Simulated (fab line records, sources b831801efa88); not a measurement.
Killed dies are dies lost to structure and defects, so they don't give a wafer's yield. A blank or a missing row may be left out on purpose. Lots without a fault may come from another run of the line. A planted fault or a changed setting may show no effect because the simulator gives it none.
Problem report in the 8D (eight disciplines) form, filled by code | flow sky130 | the parts of the form that need people (team, actions taken, sign-off) are left out

1. THE PROBLEM
CONTACT_HDPCVD_THK at SKY_CONTACT_THK_MEAS_03 reads a mean of 677 nm on 9 wafers of 3 lots; wafers without a fault read 568 nm with a standard deviation of 5.9. That is +19 standard deviations from the usual mean.
First seen on wafer L617.2, day 31 21:49, on film_metro-02. The record holds 33 wafers of 11 lots with a number at this step. Rule for "out", or "out of limits": more than 4 standard deviations from the usual mean. The other wafers with a number count as sound.

2. WHAT IT IS AND WHAT IT IS NOT
question                    | is                     | is not
which readings at this step | CONTACT_HDPCVD_THK     | -
which lots                  | L617, L618, L620       | L613, L616, L619, L627, L628, L631, L632, L635
which wafers of those lots  | all that have a number | -
read on which gauges        | film_metro-02          | film_metro-01, film_metro-03
when                        | from day 31 21:49      | up to then (6 sound wafers); but 18 sound wafers of L619, L627, L628, L631, L632, L635 came after

3. SUSPECTS, AND WHAT RULES EACH OUT
Counting: a tool at a process step up to the reading stays a suspect if it ran every lot that is out and no sound lot after the first of them.
- the gauge at SKY_CONTACT_THK_MEAS_03: ruled out. All the wafers that are out were read on film_metro-02, but those of them that SKY_CONTACT_HDPCVD_02 has rows for are out there too, on other tools.
- hdpcvd-01 at SKY_CONTACT_HDPCVD_02 (deposits SiO2, target thk 565 nm, time 94.2 s): ruled out as a lasting fault. Sound lots L627, L631, L628, L635 ran on it after its first lot that is out, L617 (day 31 21:44).
Left after counting: nothing in the record.

4. THE CAUSE (what the simulator had put in)
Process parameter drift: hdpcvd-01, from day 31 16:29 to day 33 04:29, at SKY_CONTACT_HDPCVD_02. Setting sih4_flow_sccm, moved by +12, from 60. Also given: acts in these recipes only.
Counting ruled it out, wrongly: the rule takes a fault to strike every lot that its tool runs from its start on, and this one did not.

5. THE CHAIN OF EFFECTS, in route order
Each row: a reading whose mean over the struck wafers that have a number lies more than 3 standard deviations from the usual. Only readings for which the record gives a usual standard deviation are gone through. hours: the time from each lot's start at the first step in this table that gives one to its start at this step, as a median over the lots. sigmas: the change in usual standard deviations.
hours | step                    | reading            | usual      | on struck wafers | change | sigmas
0     | SKY_CONTACT_HDPCVD_02   | sih4_flow_sccm     | 59.97 sccm | 71.97            | +12.00 | +60
0     | SKY_CONTACT_THK_MEAS_03 | CONTACT_HDPCVD_THK | 568 nm     | 677              | +109   | +19
6     | SKY_CONTACT_CMP_04      | time_to_endpoint_s | 83 s       | 126              | +43    | +12
The process steps in it:
- SKY_CONTACT_HDPCVD_02: deposits SiO2, target thk 565 nm, time 94.2 s.
- SKY_CONTACT_CMP_04: polishes SiO2.
Later measuring or inspecting steps at which every struck wafer that the step has a row for has a number for every such reading, and none has moved that far: SKY_CONTACT_BOW_MEAS_05.

6. WHAT WOULD HAVE CAUGHT IT SOONER
In this record the first reading out of limits at a measuring or inspecting step was taken at day 31 21:49, 5 hours after the fault began at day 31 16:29.
The tool's own readings at SKY_CONTACT_HDPCVD_02 were out on every struck wafer that the step has a row for (sih4_flow_sccm): an alarm limit on them would have fired on the first of those.
